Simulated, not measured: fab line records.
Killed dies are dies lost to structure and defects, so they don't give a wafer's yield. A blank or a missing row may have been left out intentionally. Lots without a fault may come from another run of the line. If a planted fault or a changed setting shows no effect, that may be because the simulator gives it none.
Which tool was responsible? -- flow sky130 -- 24 lots, 72 wafers sampled, at 6 steps of a route of 708

WHAT EACH GAUGE READ, for each wafer
SKY_CAP2M_OVL_MEAS_12. Usual: CAP2M_OVL gives -0.5 nm (standard deviation 1.1).
lot,measured,on,CAP2M_OVL (nm),flag
L074,day 40 11:34,overlay-02,-0.6 0.1 -0.2,
L075,day 41 04:46,overlay-02,-1.9 0.4 0.5,
L076,day 41 10:01,overlay-02,-0.6 -1.9 -1.4,
L077,day 41 12:52,overlay-02,-0.4 -1.7 -0.6,
L078,day 42 11:06,overlay-01,-1.0 -0.5 0.7,
L079,day 41 22:31,overlay-02,-2.3 -1.9 -1.5,
L080,day 42 22:07,overlay-01,-2.3 -0.7 -0.4,
L081,day 42 23:48,overlay-01,-1.4 -2.5 -0.7,
L082,day 43 13:34,overlay-02,-1.4 0.3 -1.7,
L083,day 43 18:44,overlay-01,0.8 3.2 1.8,
L084,day 44 05:19,overlay-01,-1.2 -1.0 1.0,
L085,day 44 08:43,overlay-01,-2.7 -0.7 -0.6,
L086,day 44 10:37,overlay-02,0.4 -0.4 1.3,
L087,day 44 16:58,overlay-02,-0.7 -0.7 -2.0,
L088,day 44 21:49,overlay-01,0.1 -1.4 -0.3,
L089,day 44 17:37,overlay-02,-2.3 -0.6 -0.7,
L090,day 45 09:00,overlay-02,-0.4 -1.6 -0.8,
L091,day 45 13:49,overlay-02,-1.6 -1.9 -0.5,
L092,day 45 17:21,overlay-02,-0.7 0.3 -1.1,
L093,day 45 19:46,overlay-02,-1.0 -1.3 -0.4,
L094,day 45 23:10,overlay-01,-1.1 -0.4 1.4,
L095,day 46 04:52,overlay-02,0.3 -0.6 -2.6,
L096,day 46 11:37,overlay-02,-3.9 -2.0 0.3,
L097,day 47 04:46,overlay-02,0.1 1.2 -0.7,

SKY_PAD_OPEN_BOW_MEAS_13. Usual: PAD_OPEN_BOW gives 48 um (standard deviation 9).
lot,measured,on,PAD_OPEN_BOW (um),flag
L074,day 45 13:30,film-metro-01,62 62 51,
L075,day 46 00:22,film-metro-03,36 40 39,
L076,day 46 07:44,film-metro-01,45 43 55,
L077,day 46 10:56,film-metro-03,38 42 37,
L078,day 47 07:55,film-metro-03,68 55 47,
L079,day 46 19:23,film-metro-02,63 68 52,
L080,day 47 14:56,film-metro-03,41 40 41,
L081,day 47 16:31,film-metro-02,36 43 42,
L082,day 48 03:36,film-metro-03,43 46 41,
L083,day 48 11:20,film-metro-01,26 48 32,
L084,day 48 18:04,film-metro-02,48 61 50,
L085,day 48 21:25,film-metro-03,55 40 49,
L086,day 49 01:08,film-metro-02,48 36 44,
L087,day 49 04:44,film-metro-02,53 52 57,
L088,day 49 08:46,film-metro-02,53 50 56,
L089,day 49 05:30,film-metro-02,46 58 39,
L090,day 49 17:34,film-metro-01,53 39 41,
L091,day 49 22:28,film-metro-03,34 33 47,
L092,day 49 23:53,film-metro-01,51 49 42,
L093,day 50 01:59,film-metro-01,38 42 43,
L094,day 50 02:47,film-metro-01,54 51 52,
L095,day 50 08:55,film-metro-03,37 45 45,
L096,day 50 15:37,film-metro-01,58 55 45,
L097,day 51 02:07,film-metro-02,36 45 51,

WHAT TOOL EACH LOT RAN ON (gives the tool, then ch and the chambers of the sampled wafers, and finally the start)
lot,SKY_FIELD_ISO_ETCH_14,SKY_FIELD_ISO_ETCH_15,SKY_POLY_GATE_ETCH_15,SKY_METAL4_ETCH_17
L074,"rie-diel-02 ch 0,1,2, day 2 04:25","rie-diel-02 ch 0,1,2, day 2 04:27","rie-diel-03 ch 0,1,3, day 16 05:43","rie-diel-01 ch 0,1, day 41 12:32"
L075,"rie-diel-04 ch 0,2,3, day 2 11:55","rie-diel-04 ch 0,2,3, day 2 11:57","rie-diel-01 ch 0,1,3, day 16 20:16","rie-diel-02 ch 1,2,3, day 42 04:17"
L076,"rie-diel-04 ch 0,1,3, day 2 18:23","rie-diel-04 ch 0,1,3, day 2 18:25","rie-diel-03 ch 0,2,3, day 17 05:13","rie-diel-02 ch 2,3, day 42 10:43"
L077,"rie-diel-04 ch 0,2,3, day 2 23:16","rie-diel-04 ch 0,2,3, day 2 23:18","rie-diel-01 ch 2,3, day 17 15:04","rie-diel-01 ch 0,2,3, day 42 12:05"
L078,"rie-diel-04 ch 0,1,3, day 3 07:17","rie-diel-04 ch 0,1,3, day 3 07:20","rie-diel-04 ch 0,1,3, day 18 18:52","rie-diel-01 ch 0,1,3, day 43 11:31"
L079,"rie-diel-03 ch 0,2,3, day 3 07:38","rie-diel-03 ch 0,2,3, day 3 07:41","rie-diel-01 ch 0,1,2, day 18 05:46","rie-diel-03 ch 0,1,3, day 42 21:46"
L080,"rie-diel-02 ch 0,1, day 3 13:41","rie-diel-02 ch 0,1, day 3 13:43","rie-diel-04 ch 0,2,3, day 19 12:43","rie-diel-01 ch 0,1, day 43 21:53"
L081,"rie-diel-04 ch 0,1,2, day 3 17:35","rie-diel-04 ch 0,1,2, day 3 17:38","rie-diel-03 ch 2,3, day 19 17:01","rie-diel-03 ch 1,2, day 43 23:47"
L082,"rie-diel-03 ch 0,1,3, day 3 22:17","rie-diel-03 ch 0,1,3, day 3 22:20","rie-diel-03 ch 0,3, day 20 07:46","rie-diel-03 ch 1,2,3, day 44 12:45"
L083,"rie-diel-02 ch 1,3, day 4 04:19","rie-diel-02 ch 1,3, day 4 04:21","rie-diel-01 ch 0,2, day 20 12:07","rie-diel-03 ch 0,2,3, day 44 17:49"
L084,"rie-diel-02 ch 0,2, day 4 12:23","rie-diel-02 ch 0,2, day 4 12:25","rie-diel-03 ch 0,1,3, day 21 05:22","rie-diel-03 ch 0,1,3, day 45 03:55"
L085,"rie-diel-04 ch 0,2,3, day 4 18:07","rie-diel-04 ch 0,2,3, day 4 18:09","rie-diel-01 ch 2,3, day 21 08:19","rie-diel-02 ch 0,1, day 45 07:39"
L086,"rie-diel-02 ch 1,2, day 4 18:28","rie-diel-02 ch 1,2, day 4 18:30","rie-diel-03 ch 1,2, day 21 09:55","rie-diel-02 ch 1,3, day 45 08:52"
L087,"rie-diel-04 ch 1,3, day 5 02:53","rie-diel-04 ch 1,3, day 5 02:55","rie-diel-04 ch 0,1, day 21 14:53","rie-diel-02 ch 0,1,2, day 45 15:44"
L088,"rie-diel-04 ch 0,1, day 5 07:20","rie-diel-04 ch 0,1, day 5 07:23","rie-diel-03 ch 1,3, day 22 01:22","rie-diel-02 ch 0,2,3, day 45 18:56"
L089,"rie-diel-02 ch 0,1, day 5 08:17","rie-diel-02 ch 0,1, day 5 08:20","rie-diel-01 ch 2,3, day 21 21:34","rie-diel-01 ch 0,2,3, day 45 15:49"
L090,"rie-diel-04 ch 1,2,3, day 5 17:29","rie-diel-04 ch 1,2,3, day 5 17:32","rie-diel-03 ch 0,2,3, day 22 16:43","rie-diel-03 ch 0,1,3, day 46 06:56"
L091,"rie-diel-03 ch 1,2,3, day 5 22:50","rie-diel-03 ch 1,2,3, day 5 22:52","rie-diel-04 ch 0,1,3, day 22 20:16","rie-diel-03 ch 0,1,3, day 46 12:12"
L092,"rie-diel-02 ch 0,1, day 6 02:22","rie-diel-02 ch 0,1, day 6 02:24","rie-diel-03 ch 1,3, day 23 03:04","rie-diel-01 ch 0,2, day 46 14:43"
L093,"rie-diel-04 ch 1,2, day 6 07:25","rie-diel-04 ch 1,2, day 6 07:27","rie-diel-03 ch 0,2,3, day 23 10:28","rie-diel-03 ch 0,1,2, day 46 17:48"
L094,"rie-diel-02 ch 1,2, day 6 13:53","rie-diel-02 ch 1,2, day 6 13:56","rie-diel-04 ch 0,3, day 23 19:10","rie-diel-02 ch 2,3, day 46 19:23"
L095,"rie-diel-03 ch 0,1,3, day 6 18:41","rie-diel-03 ch 0,1,3, day 6 18:43","rie-diel-01 ch 0,1,3, day 23 23:04","rie-diel-01 ch 0,2,3, day 47 02:21"
L096,"rie-diel-03 ch 1,2,3, day 6 23:26","rie-diel-03 ch 1,2,3, day 6 23:29","rie-diel-03 ch 1,2,3, day 24 07:37","rie-diel-02 ch 0,2,3, day 47 08:28"
L097,"rie-diel-02 ch 1,3, day 7 05:17","rie-diel-02 ch 1,3, day 7 05:20","rie-diel-04 ch 1,3, day 25 04:16","rie-diel-03 ch 0,1,2, day 48 00:52"
- SKY_FIELD_ISO_ETCH_14: etches BARC in N2/H2, stops on SiO2, time 45.9 s, target depth 60 nm.
- SKY_FIELD_ISO_ETCH_15: etches the open film in CHF3/O2, stops on Si, target depth 180 nm, time 72 s.
- SKY_POLY_GATE_ETCH_15: etches BARC in N2/H2, stops on SiO2, time 118.5 s, target depth 110 nm.
- SKY_METAL4_ETCH_17: etches SiO2 in C4F8/O2/Ar, stops on TiN, time 3.9 s, target depth 15 nm.

AS READ BY THE TOOLS THEMSELVES (means over the sampled wafers that have a number; for cases with no such wafer, the mark the record gives instead)
SKY_FIELD_ISO_ETCH_14. Usual: drypump-motor-current-A 6.1 A, standard deviation 0.35; oes-product-au 0.855 a.u., standard deviation 0.0048; throttle-valve-pct 13.225 %, standard deviation 0.0097.
lot,tool,drypump-motor-current-A (A),oes-product-au (a.u.),throttle-valve-pct (%),flag
L074,rie-diel-02,6.0,0.855,13.221,
L075,rie-diel-04,6.2,0.855,13.217,
L076,rie-diel-04,5.9,0.855,13.219,
L077,rie-diel-04,6.2,0.853,13.214,
L078,rie-diel-04,5.9,0.858,13.224,
L079,rie-diel-03,6.2,0.853,13.226,
L080,rie-diel-02,5.8,0.854,13.229,
L081,rie-diel-04,5.8,0.857,13.227,
L082,rie-diel-03,6.1,0.854,13.221,
L083,rie-diel-02,6.2,0.850,13.221,
L084,rie-diel-02,6.1,0.852,13.218,
L085,rie-diel-04,6.2,0.855,13.232,
L086,rie-diel-02,6.2,0.856,13.229,
L087,rie-diel-04,6.2,0.853,13.234,
L088,rie-diel-04,5.6,0.857,13.230,
L089,rie-diel-02,5.9,0.858,13.226,
L090,rie-diel-04,6.2,0.859,13.227,
L091,rie-diel-03,6.3,0.854,13.221,
L092,rie-diel-02,5.8,0.855,13.220,
L093,rie-diel-04,6.1,0.855,13.220,
L094,rie-diel-02,6.2,0.856,13.224,
L095,rie-diel-03,6.1,0.860,13.229,
L096,rie-diel-03,6.3,0.857,13.226,
L097,rie-diel-02,6.2,0.857,13.223,

SKY_FIELD_ISO_ETCH_15. Usual: drypump-motor-current-A 6.1 A, standard deviation 0.34; oes-product-au 0.943 a.u., standard deviation 0.0072; throttle-valve-pct 8.843 %, standard deviation 0.0092.
lot,tool,drypump-motor-current-A (A),oes-product-au (a.u.),throttle-valve-pct (%),flag
L074,rie-diel-02,6.0,0.944,8.843,
L075,rie-diel-04,6.2,0.942,8.851,
L076,rie-diel-04,5.9,0.946,8.847,
L077,rie-diel-04,6.1,0.941,8.834,
L078,rie-diel-04,5.9,0.946,8.844,
L079,rie-diel-03,6.1,0.949,8.849,
L080,rie-diel-02,5.7,0.953,8.845,
L081,rie-diel-04,5.8,0.949,8.848,
L082,rie-diel-03,6.1,0.943,8.845,
L083,rie-diel-02,6.2,0.935,8.844,
L084,rie-diel-02,6.1,0.945,8.843,
L085,rie-diel-04,6.1,0.950,8.838,
L086,rie-diel-02,6.2,0.948,8.849,
L087,rie-diel-04,6.2,0.931,8.836,
L088,rie-diel-04,5.6,0.947,8.843,
L089,rie-diel-02,5.9,0.941,8.848,
L090,rie-diel-04,6.1,0.944,8.852,
L091,rie-diel-03,6.3,0.939,8.841,
L092,rie-diel-02,5.8,0.935,8.843,
L093,rie-diel-04,6.1,0.939,8.841,
L094,rie-diel-02,6.1,0.951,8.842,
L095,rie-diel-03,6.1,0.939,8.848,
L096,rie-diel-03,6.3,0.940,8.836,
L097,rie-diel-02,6.2,0.936,8.845,

SKY_POLY_GATE_ETCH_15. Usual: drypump-motor-current-A 6.0 A, standard deviation 0.43; oes-product-au 0.717 a.u., standard deviation 0.0046; throttle-valve-pct 13.212 %, standard deviation 0.0095.
lot,tool,drypump-motor-current-A (A),oes-product-au (a.u.),throttle-valve-pct (%),flag
L074,rie-diel-03,6.1,0.720,13.218,
L075,rie-diel-01,5.8,0.717,13.216,
L076,rie-diel-03,6.2,0.712,13.211,
L077,rie-diel-01,6.3,0.718,13.219,
L078,rie-diel-04,5.9,0.720,13.213,
L079,rie-diel-01,5.4,0.722,13.213,
L080,rie-diel-04,6.2,0.714,13.207,
L081,rie-diel-03,6.3,0.717,13.214,
L082,rie-diel-03,6.2,0.720,13.212,
L083,rie-diel-01,5.5,0.719,13.205,
L084,rie-diel-03,6.1,0.713,13.213,
L085,rie-diel-01,6.3,0.714,13.209,
L086,rie-diel-03,6.3,0.712,13.207,
L087,rie-diel-04,5.6,0.713,13.210,
L088,rie-diel-03,6.3,0.715,13.217,
L089,rie-diel-01,6.0,0.718,13.215,
L090,rie-diel-03,6.1,0.719,13.212,
L091,rie-diel-04,5.9,0.718,13.223,
L092,rie-diel-03,6.3,0.720,13.212,
L093,rie-diel-03,6.1,0.718,13.215,
L094,rie-diel-04,5.9,0.715,13.215,
L095,rie-diel-01,5.8,0.711,13.216,
L096,rie-diel-03,6.3,0.722,13.219,
L097,rie-diel-04,5.9,0.717,13.206,

SKY_METAL4_ETCH_17. Usual: oes-product-au 0.754 a.u., standard deviation 0.0073.
lot,tool,oes-product-au (a.u.),flag
L074,rie-diel-01,0.749,
L075,rie-diel-02,0.755,
L076,rie-diel-02,0.755,
L077,rie-diel-01,0.753,
L078,rie-diel-01,0.755,
L079,rie-diel-03,0.753,
L080,rie-diel-01,0.753,
L081,rie-diel-03,0.756,
L082,rie-diel-03,0.754,
L083,rie-diel-03,0.756,
L084,rie-diel-03,0.753,
L085,rie-diel-02,0.759,
L086,rie-diel-02,0.755,
L087,rie-diel-02,0.756,
L088,rie-diel-02,0.738,
L089,rie-diel-01,0.752,
L090,rie-diel-03,0.752,
L091,rie-diel-03,0.763,
L092,rie-diel-01,0.749,
L093,rie-diel-03,0.749,
L094,rie-diel-02,0.757,
L095,rie-diel-01,0.749,
L096,rie-diel-02,0.753,
L097,rie-diel-03,0.763,

THE ANSWER, worked out from the rows above alone
Rule: a lot counts as off when the mean over its wafers that have a number is more than 3 standard deviations away from the usual mean. Also off: a lot with no number at a reading for which 4 or more lots have one. The other lots that the step has rows for count as sound. First the gauges in route order, then the tools' own readings, where a lot's mean is used as printed above. At the first step where some lot is off, the reading lying furthest off is the one used; lots without a number count as furthest.
Across all readings shown, no lot is off: no conclusion can be drawn from this.

WHAT THE SIMULATOR HAD INSERTED
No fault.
